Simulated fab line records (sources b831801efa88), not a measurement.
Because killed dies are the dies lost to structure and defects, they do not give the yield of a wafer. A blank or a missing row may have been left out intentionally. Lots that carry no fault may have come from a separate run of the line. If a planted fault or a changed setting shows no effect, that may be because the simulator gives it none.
Matching of chambers    flow sky130    cmp-02 running SKY_VIA1_CMP_02: 4 sister chambers
The step polishes SiO2. 8 wafers are shown with their chamber, then 12 later ones without.

EACH WAFER AND ITS CHAMBER
wafer   chamber  motor_current_A (A)  slurry_filter_dp_kPa (kPa)
L084.1  2        10.7                 13.49
L084.6  1        12.2                 13.22
L087.3  1        12.9                 13.57
L087.5  0        11.3                 13.46
L087.6  3        12.1                 13.71
L088.1  2        9.8                  13.24
L088.5  0        10.7                 13.59
L088.6  3        12.3                 13.54

WAFERS WITH NO CHAMBER GIVEN
wafer   motor_current_A (A)  slurry_filter_dp_kPa (kPa)
L090.2  11.1                 13.45
L090.3  10.7                 13.51
L090.5  10.7                 13.42
L092.4  10.6                 13.36
L092.5  11.1                 13.52
L092.6  12.3                 13.53
L093.3  10.8                 13.45
L093.4  12.1                 13.39
L093.6  10.6                 13.61
L097.2  12.3                 13.42
L097.3  10.6                 13.23
L097.5  11.4                 13.24

WHICH CHAMBER EACH WENT THROUGH
wafer   from the rows above                in truth
L090.2  can't be placed: 0 or 2            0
L090.3  can't be placed: 0 or 2            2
L090.5  can't be placed: 0 or 2            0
L092.4  can't be placed: 2 or 0            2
L092.5  can't be placed: 0 or 2            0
L092.6  can't be placed: 3 or 1            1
L093.3  can't be placed: 0 or 2            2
L093.4  can't be placed: 1 or 3 or 0       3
L093.6  can't be placed: 0 or 2            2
L097.2  can't be placed: 1 or 3            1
L097.3  can't be placed: 2 or 0            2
L097.5  can't be placed: 0 or 2 or 1 or 3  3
0 of 12 placed correctly. From these rows, 12 cannot be placed; in 12 the true chamber is one of the candidates. Wrongly placed: 0.
How it was worked out, from the rows above alone: a wafer's distance from a chamber is the root of the sum, over the readings, of the square of ((its reading less the chamber's mean) divided by the reading's scatter). If the next closest chamber is less than 2 further off than the closest, the wafer can't be placed; otherwise it belongs to the closest. A chamber's mean is the mean of its shown wafers. The scatter is the square root of a quotient: the sum, over the shown wafers, of each reading's squared deviation from its chamber's mean, divided by wafers minus chambers.
